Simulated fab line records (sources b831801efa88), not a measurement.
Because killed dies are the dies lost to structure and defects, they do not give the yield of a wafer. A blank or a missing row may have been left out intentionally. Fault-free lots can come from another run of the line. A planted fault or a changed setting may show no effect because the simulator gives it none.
fab line records | flow sky130
record lots=10 wafers=30 lastDay=50
route steps=708 shown GATE_OXIDE@200 POLY_GATE@232 LDD_N@245 LDD_P@265
lots that met no fault: from a run of the same line without faults
startH: the number of hours between the record's first day and the start of the first shown wafer of the lot | waitH: hours elapsed since this lot's preceding step | " as in the row above | L1.1+2: one row covering several wafers at once | - value missing, or start not given | * or withheld: withheld | < > ~ a bound
route shown NAME@n: a module of which the file shows steps, and the number in the route of the first | usual: mean and standard deviation over wafers with no fault | same: alike in all rows | chamber/n: place in a boat | sites: each site's reading | _std_site: standard deviation of those values | _edge_site: mean of outer sites minus mean of inner sites | radiusMm: for every site, how far away it sits from the centre of the wafer | mask NAME#n: copy n | behind: the last tool/chamber to shape the wafer | hold: why the lot was held/for how many hours/how that ended | device: the n, p or np transistor that did not switch | end of line: tests run on the same wafers once the route is complete | a step with no rows: only its recipe | killed: the dies lost at the first sort to structure and to defects; this is not the yield of the wafer | map: a wafer's dies, x killed, . not, _ none there
set.NAME: the setting the step ran with; set.NAME@STEP: the setting that earlier step ran with | model.NAME: the simulator's own value behind a step, which no gauge read
a sample of lots followed through the steps of the route, with each step as a table and each wafer as a row
services: a tool's chamber out of use, with start hour (startH, from the record's first day; less than 0 if before it), hours out, and reason
## steps
# step SKY_GATE_OXIDE_STRIP_13
# recipe chemistry=O2/N2 powerW=1400 pressureMtorr=1500 platenTempC=withheld o2FlowSccm=3000 n2FlowSccm=300 overashFraction=0.5
# usual chamberPressureMTorr=1500.0/1.5 drypumpMotorCurrentA=5.6/0.62 oesProductAu=0.715/0.004 stripTimeToEndpointS=14.18/0.04
# columns lot.wafer tool chamber startH waitH chamberPressureMTorr drypumpMotorCurrentA oesProductAu rfHoursCounterH stripTimeToEndpointS
L767.1 plasmaAsher-03 1 331.61 0.0 1502.1 4.9 0.725 52 14.19
L767.2 " 0 " " 1497.3 6.5 0.713 52 14.18
L767.4 " 1 " " 1499.1 4.9 0.711 - 14.16
L768.1 plasmaAsher-03 1 343.47 0.0 1500.5 5.0 0.711 53 14.16
L768.5 " 1 " " 1500.1 5.0 0.705 - 14.15
L768.6 " 0 " " 1500.4 6.5 0.714 - 14.18
L770.1 plasmaAsher-02 0 354.81 0.0 1498.5 6.4 0.719 64 14.23
L770.2 " 1 " " 1499.8 5.5 0.710 64 14.17
L770.5 " 0 " " 1498.5 6.4 0.717 - 14.21
L774.1 plasmaAsher-04 0 394.22 0.0 1498.9 5.0 0.721 70 14.13
L774.3 " 0 " " 1499.7 5.0 0.725 - 14.16
L774.4 " 1 " " 1500.0 5.5 0.718 - 14.17
L775.2 plasmaAsher-02 1 398.32 0.0 1499.5 5.5 0.726 68 14.17
L775.4 " 0 " " 1500.5 6.4 0.724 - 14.23
L775.5 " 1 " " 1501.3 5.5 0.715 - 14.17
L776.1 plasmaAsher-02 0 412.62 0.0 1500.5 6.4 0.718 70 14.17
L776.3 " 1 " " 1500.6 5.5 0.707 - 14.16
L776.4 " 0 " " 1499.7 6.4 0.709 - 14.18
L782.1 plasmaAsher-04 1 466.27 0.0 1501.0 5.5 0.712 4 14.17
L782.4 " 0 " " 1501.6 5.0 0.720 - 14.17
L782.6 " 0 " " 1499.0 5.0 0.711 - 14.22
L785.1 plasmaAsher-04 1 488.28 0.0 1498.4 5.5 0.717 5 14.21
L785.2 " 0 " " 1498.1 5.0 0.711 5 14.24
L785.5 " 0 " " 1498.7 5.0 0.721 - 14.19
L786.3 plasmaAsher-04 0 496.15 0.0 1496.8 5.0 0.709 - 14.19
L786.4 " 1 " " 1502.2 5.5 0.716 - 14.22
L786.5 " 0 " " 1498.4 5.0 0.715 - 14.20
L787.2 plasmaAsher-03 1 499.23 0.0 1500.9 4.9 0.718 69 14.14
L787.3 " 0 " " 1499.9 6.4 0.716 - 14.16
L787.4 " 1 " " 1503.6 4.9 0.715 - 14.15
# step SKY_POLY_GATE_STRIP_18
# recipe chemistry=O2/N2 powerW=1400 pressureMtorr=1500 platenTempC=withheld o2FlowSccm=3000 n2FlowSccm=300 overashFraction=0.5
# usual chamberPressureMTorr=1499.7/1.4 drypumpMotorCurrentA=5.6/0.54 oesProductAu=0.360/0.0055 stripTimeToEndpointS=3.14/0.054
# columns lot.wafer tool chamber startH waitH chamberPressureMTorr drypumpMotorCurrentA oesProductAu rfHoursCounterH stripTimeToEndpointS
L767.1 plasmaAsher-01 1 396.96 0.0 1500.5 5.6 0.360 27 3.10
L767.2 " 0 " " 1499.3 4.9 0.362 27 3.19
L767.4 " 0 " " 1501.1 4.9 0.365 - 3.13
L768.1 plasmaAsher-02 1 407.11 0.0 1496.8 5.5 0.364 69 3.23
L768.5 " 0 " " 1501.7 6.4 0.356 - 3.15
L768.6 " 1 " " 1501.2 5.5 0.358 - 3.21
L770.1 plasmaAsher-02 1 420.97 0.0 1498.3 5.5 0.365 71 3.17
L770.2 " 0 " " 1500.9 6.4 0.359 71 3.11
L770.5 " 1 " " 1501.9 5.5 0.366 - 3.20
L774.1 plasmaAsher-04 0 460.72 0.0 1499.4 5.0 0.362 3 3.15
L774.3 " 1 " " 1500.9 5.4 0.363 - 3.13
L774.4 " 0 " " 1499.2 5.0 0.354 - 3.13
L775.2 plasmaAsher-01 0 467.63 0.0 1500.3 4.9 0.364 33 3.19
L775.4 " 1 " " 1501.1 5.6 0.357 - 3.13
L775.5 " 1 " " 1497.9 5.6 0.361 - 3.23
L776.1 plasmaAsher-01 0 480.33 0.0 1500.8 4.9 0.356 35 3.09
L776.3 " 1 " " 1500.2 5.6 0.370 - 3.21
L776.4 " 0 " " 1499.5 4.9 0.347 - 3.05
L782.1 plasmaAsher-02 0 534.01 0.0 1499.9 6.4 0.365 82 3.08
L782.4 " 1 " " 1499.2 5.5 0.354 - 3.05
L782.6 " 1 " " 1500.1 5.5 0.358 - 3.13
L785.1 plasmaAsher-02 0 554.77 0.0 1500.9 6.5 0.358 84 3.17
L785.2 " 1 " " 1500.4 5.5 0.352 84 3.23
L785.5 " 1 " " 1500.0 5.5 0.356 - 3.12
L786.3 plasmaAsher-01 0 560.99 0.1 1498.8 4.9 0.351 - 3.11
L786.4 " 1 " " 1502.1 5.6 0.364 - 3.12
L786.5 " 0 " " 1499.6 4.9 0.363 - 3.23
L787.2 plasmaAsher-02 1 564.41 0.0 1498.5 5.5 0.362 85 3.16
L787.3 " 1 " " 1501.0 5.5 0.369 - 3.23
L787.4 " 0 " " 1497.1 6.5 0.357 - 3.08
# step SKY_LDD_N_IMPLANT_08
# recipe species=As energyKev=20 doseCm2=7.5e+13 tiltDeg=withheld rotationDeg=23
# usual beamOnS=10.03/0.2 doseIonsCm2=7.502e+13/9.3e+10 faradayCurrentUA=421/8.2
# columns lot.wafer tool chamber startH waitH beamOnS doseIonsCm2 faradayCurrentUA
L767.1 implanter-01 0 431.45 0.0 9.77 7.495e+13 433
L767.2 " 0 " " 10.23 7.504e+13 414
L767.4 " 0 " " 9.84 7.497e+13 428
L768.1 implanter-01 0 442.75 0.0 9.87 7.5e+13 426
L768.5 " 0 " " 10.33 7.515e+13 409
L768.6 " 0 " " 10.31 7.506e+13 409
L770.1 implanter-02 0 455.52 0.0 9.72 7.509e+13 433
L770.2 " 0 " " 9.97 7.495e+13 423
L770.5 " 0 " " 10.06 7.504e+13 420
L774.1 implanter-01 0 493.50 0.0 80.98 7.0228e+14 489
L774.3 " 0 " " 82.49 7.0236e+14 480
L774.4 " 0 " " 78.36 7.0221e+14 504
L775.2 implanter-01 0 502.39 0.0 79.84 7.023e+14 500
L775.4 " 0 " " 80.27 7.0241e+14 491
L775.5 " 0 " " 77.96 7.0228e+14 507
L776.1 implanter-04 0 512.16 0.0 10.11 7.522e+13 419
L776.3 " 0 " " 10.03 7.516e+13 421
L776.4 " 0 " " 9.78 7.515e+13 430
L782.1 implanter-02 0 566.20 0.0 9.99 7.491e+13 423
L782.4 " 0 " " 10.23 7.485e+13 414
L782.6 " 0 " " 9.87 7.49e+13 427
L785.1 implanter-01 0 585.16 0.0 9.89 7.505e+13 427
L785.2 " 0 " " 9.88 7.489e+13 427
L785.5 " 0 " " 9.80 7.504e+13 430
L786.3 implanter-02 0 592.36 0.1 10.27 7.523e+13 411
L786.4 " 0 " " 9.89 7.509e+13 430
L786.5 " 0 " " 10.18 7.506e+13 417
L787.2 implanter-01 0 594.39 0.0 10.16 7.49e+13 416
L787.3 " 0 " " 10.30 7.494e+13 413
L787.4 " 0 " " 10.26 7.505e+13 413
# step SKY_LDD_N_STRIP_16
# recipe chemistry=O2/N2 powerW=1400 pressureMtorr=1500 platenTempC=withheld o2FlowSccm=3000 n2FlowSccm=300 overashFraction=0.5
# usual chamberPressureMTorr=1499.9/1.3 drypumpMotorCurrentA=5.7/0.64 oesProductAu=0.407/0.0044 stripTimeToEndpointS=4.322/0.017
# columns lot.wafer tool chamber startH waitH chamberPressureMTorr drypumpMotorCurrentA oesProductAu rfHoursCounterH stripTimeToEndpointS
L767.1 plasmaAsher-03 1 432.65 0.1 1499.0 4.9 0.399 62 4.314
L767.2 " 0 " " 1498.2 6.5 0.401 62 4.312
L767.4 " 1 " " 1499.6 4.9 0.404 - 4.320
L768.1 plasmaAsher-02 0 443.95 0.1 1499.9 6.4 0.409 73 4.338
L768.5 " 1 " " 1499.5 5.5 0.413 - 4.341
L768.6 " 0 " " 1501.9 6.4 0.409 - 4.328
L770.1 plasmaAsher-02 0 456.72 0.1 1500.0 6.4 0.405 74 4.322
L770.2 " 1 " " 1498.8 5.5 0.404 74 4.335
L770.5 " 1 " " 1499.9 5.5 0.406 - 4.327
L774.1 plasmaAsher-01 1 494.70 0.1 1498.0 5.6 0.404 36 5.679
L774.3 " 0 " " 1502.1 4.9 0.399 - 5.688
L774.4 " 1 " " 1500.3 5.6 0.400 - 5.668
L775.2 plasmaAsher-02 0 503.57 0.1 1501.7 6.4 0.410 79 5.650
L775.4 " 1 " " 1501.3 5.5 0.411 - 5.663
L775.5 " 1 " " 1500.8 5.5 0.406 - 5.645
L776.1 plasmaAsher-03 1 513.36 0.1 1500.4 4.9 0.410 70 4.350
L776.3 " 0 " " 1500.4 6.4 0.405 - 4.339
L776.4 " 1 " " 1499.9 4.9 0.415 - 4.334
L782.1 plasmaAsher-02 0 567.40 0.1 1500.4 6.4 0.408 85 4.353
L782.4 " 1 " " 1500.5 5.5 0.412 - 4.355
L782.6 " 1 " " 1499.3 5.5 0.411 - 4.359
L785.1 plasmaAsher-01 0 587.56 0.2 1502.2 4.9 0.401 43 4.335
L785.2 " 1 " " 1498.7 5.5 0.409 43 4.303
L785.5 " 1 " " 1498.3 5.6 0.408 - 4.328
L786.3 plasmaAsher-02 1 593.54 0.1 1500.6 5.5 0.405 - 4.337
L786.4 " 0 " " 1501.4 6.4 0.407 - 4.308
L786.5 " 0 " " 1500.2 6.4 0.403 - 4.316
L787.2 plasmaAsher-03 1 595.57 0.1 1498.8 4.9 0.412 79 4.330
L787.3 " 0 " " 1500.2 6.5 0.403 - 4.308
L787.4 " 1 " " 1499.2 4.9 0.409 - 4.325
# step SKY_LDD_N_TW_MEAS_17
# usual LDD_N_TW=2594/15
# columns lot.wafer tool chamber startH waitH hold LDD_N_TW
L767.1 filmMetro-04 - 432.75 0.1 - 2614
L767.2 " - " " - 2604
L767.4 " - " " - 2617
L768.1 filmMetro-04 - 444.05 0.1 - 2627
L768.5 " - " " - 2620
L768.6 " - " " - 2617
L770.1 filmMetro-01 - 456.82 0.1 - 2594
L770.2 " - " " - 2610
L770.5 " - " " - 2598
L774.1 filmMetro-01 - 494.80 0.1 awaitDispo/0.2h/release 3001
L774.3 " - " " awaitDispo/0.2h/release 3012
L774.4 " - " " awaitDispo/0.2h/release 3014
L774.1 filmMetro-01 - 495.03 0.2 - 3003
L774.3 " - " " - 3002
L774.4 " - " " - 2995
L775.2 filmMetro-04 - 503.68 0.1 awaitDispo/0.2h/release 3033
L775.4 " - " " awaitDispo/0.2h/release 3021
L775.5 " - " " awaitDispo/0.2h/release 3028
L775.2 filmMetro-04 - 503.91 0.2 - 3027
L775.4 " - " " - 3044
L775.5 " - " " - 3034
L776.1 filmMetro-02 - 513.46 0.1 - 2573
L776.3 " - " " - 2585
L776.4 " - " " - 2581
L782.1 filmMetro-01 - 567.50 0.1 - 2591
L782.4 " - " " - 2593
L782.6 " - " " - 2595
L785.1 filmMetro-01 - 587.66 0.1 - 2599
L785.2 " - " " - 2597
L785.5 " - " " - 2598
L786.3 filmMetro-02 - 593.63 0.1 - 2582
L786.4 " - " " - 2584
L786.5 " - " " - 2573
L787.2 filmMetro-01 - 595.68 0.1 - 2577
L787.3 " - " " - 2579
L787.4 " - " " - 2606
# step SKY_LDD_P_STRIP_10
# recipe chemistry=O2/N2 powerW=1400 pressureMtorr=1500 platenTempC=withheld o2FlowSccm=3000 n2FlowSccm=300 overashFraction=0.5
# usual chamberPressureMTorr=1499.8/1.3 drypumpMotorCurrentA=5.6/0.63 oesProductAu=0.716/0.0045 stripTimeToEndpointS=13.98/0.038
# columns lot.wafer tool chamber startH waitH chamberPressureMTorr drypumpMotorCurrentA oesProductAu rfHoursCounterH stripTimeToEndpointS
L767.1 plasmaAsher-04 1 463.98 0.1 1499.1 5.4 0.715 4 13.96
L767.2 " 0 " " 1500.8 5.0 0.717 4 14.04
L767.4 " 1 " " 1502.9 5.4 0.714 - 13.97
L768.1 plasmaAsher-03 1 475.49 0.1 1500.4 4.9 0.714 66 14.00
L768.5 " 1 " " 1501.7 4.9 0.714 - 14.01
L768.6 " 0 " " 1500.9 6.5 0.717 - 14.03
L770.1 plasmaAsher-03 0 487.83 0.1 1497.6 6.5 0.725 68 14.03
L770.2 " 1 " " 1500.0 4.9 0.719 68 14.02
L770.5 " 0 " " 1500.9 6.5 0.715 - 14.03
L774.1 plasmaAsher-03 1 525.53 0.1 1498.1 4.9 0.716 72 14.02
L774.3 " 1 " " 1499.7 4.9 0.724 - 14.03
L774.4 " 0 " " 1501.4 6.5 0.723 - 14.04
L775.2 plasmaAsher-03 1 533.48 0.1 1499.9 4.9 0.725 73 13.96
L775.4 " 0 " " 1498.9 6.5 0.712 - 14.00
L775.5 " 1 " " 1499.6 4.9 0.714 - 14.01
L776.1 plasmaAsher-02 1 543.68 0.1 1501.2 5.5 0.712 83 13.96
L776.3 " 1 " " 1500.3 5.5 0.714 - 13.96
L776.4 " 0 " " 1501.9 6.4 0.713 - 13.98
L782.1 plasmaAsher-03 1 596.88 0.1 1500.2 4.9 0.722 80 13.94
L782.4 " 0 " " 1498.3 6.5 0.720 - 13.94
L782.6 " 1 " " 1503.5 4.9 0.726 - 13.95
L785.1 plasmaAsher-02 0 616.59 0.1 1501.2 6.4 0.719 91 13.93
L785.2 " 1 " " 1502.1 5.5 0.702 91 13.93
L785.5 " 0 " " 1499.6 6.4 0.714 - 13.92
L786.3 plasmaAsher-02 1 622.97 0.1 1500.6 5.5 0.720 - 13.91
L786.4 " 0 " " 1499.7 6.5 0.717 - 13.90
L786.5 " 0 " " 1501.4 6.4 0.717 - 13.92
L787.2 plasmaAsher-04 0 624.83 0.1 1499.2 5.0 0.720 19 14.01
L787.3 " 0 " " 1497.8 5.0 0.719 - 13.96
L787.4 " 1 " " 1498.6 5.4 0.713 - 13.98
## services
# columns tool chamber startH hours kind
implanter-04 - 314.39 3.2 pm
plasmaAsher-02 - 342.31 1.4 repair
implanter-01 - 343.89 3.1 repair
plasmaAsher-01 - 351.10 2.8 pm
plasmaAsher-03 - 354.28 7.8 repair
implanter-02 - 369.26 3.7 repair
implanter-02 - 372.15 2.2 repair
plasmaAsher-02 - 379.16 0.4 repair
plasmaAsher-04 - 421.25 9.0 pm
plasmaAsher-04 0 421.25 9.0 ventCycle
plasmaAsher-04 1 421.25 9.0 ventCycle
plasmaAsher-04 0 430.25 - clean
plasmaAsher-01 - 456.35 8.5 repair
plasmaAsher-03 - 463.66 2.7 repair
plasmaAsher-04 - 470.73 14.6 pm
plasmaAsher-02 - 472.21 9.0 repair
implanter-02 - 477.81 1.0 repair
plasmaAsher-03 - 489.27 2.8 pm
implanter-01 - 504.81 2.8 pm
plasmaAsher-01 - 517.19 3.9 repair
implanter-02 - 534.53 0.5 repair
implanter-01 - 555.45 2.3 repair
plasmaAsher-01 - 561.18 22.9 pm
plasmaAsher-04 - 611.55 4.1 repair
## key
firstSign step=SKY_LDD_N_IMPLANT_08 reading=doseIonsCm2 direction=up sigmas=99+ usual=* struck=*
effect step=SKY_LDD_N_IMPLANT_08 reading=beamOnS direction=up sigmas=99+ usual=10.03 struck=79.98
effect step=SKY_LDD_N_STRIP_16 reading=stripTimeToEndpointS direction=up sigmas=80 usual=* struck=*
effect step=SKY_LDD_N_TW_MEAS_17 reading=visit direction=added
effect step=SKY_LDD_N_TW_MEAS_17 reading=LDD_N_TW direction=up sigmas=28 usual=2594 struck=3018
metAt SKY_LDD_N_IMPLANT_08
struckLots L774,L775
testerLeftOut L774,L775
notActingAt SKY_GATE_OXIDE_STRIP_13,SKY_POLY_GATE_STRIP_18,SKY_LDD_P_STRIP_10
onsetBetween 442.75 493.50
fault kind=processParameterDrift tool=implanter-01 chamber=- onsetH=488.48 steps=SKY_LDD_N_IMPLANT_08 channel=doseCm2 offset=* shape=step endH=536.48 actsIn=* stated=*
# testerLeftOut: of these lots the tester's yield and bins aren't shown, on N5 and GAA mostly nor the transistor test; their killed dies are dies lost to structure and defects alone, not to doping, threshold or leakage, so they don't give the yield
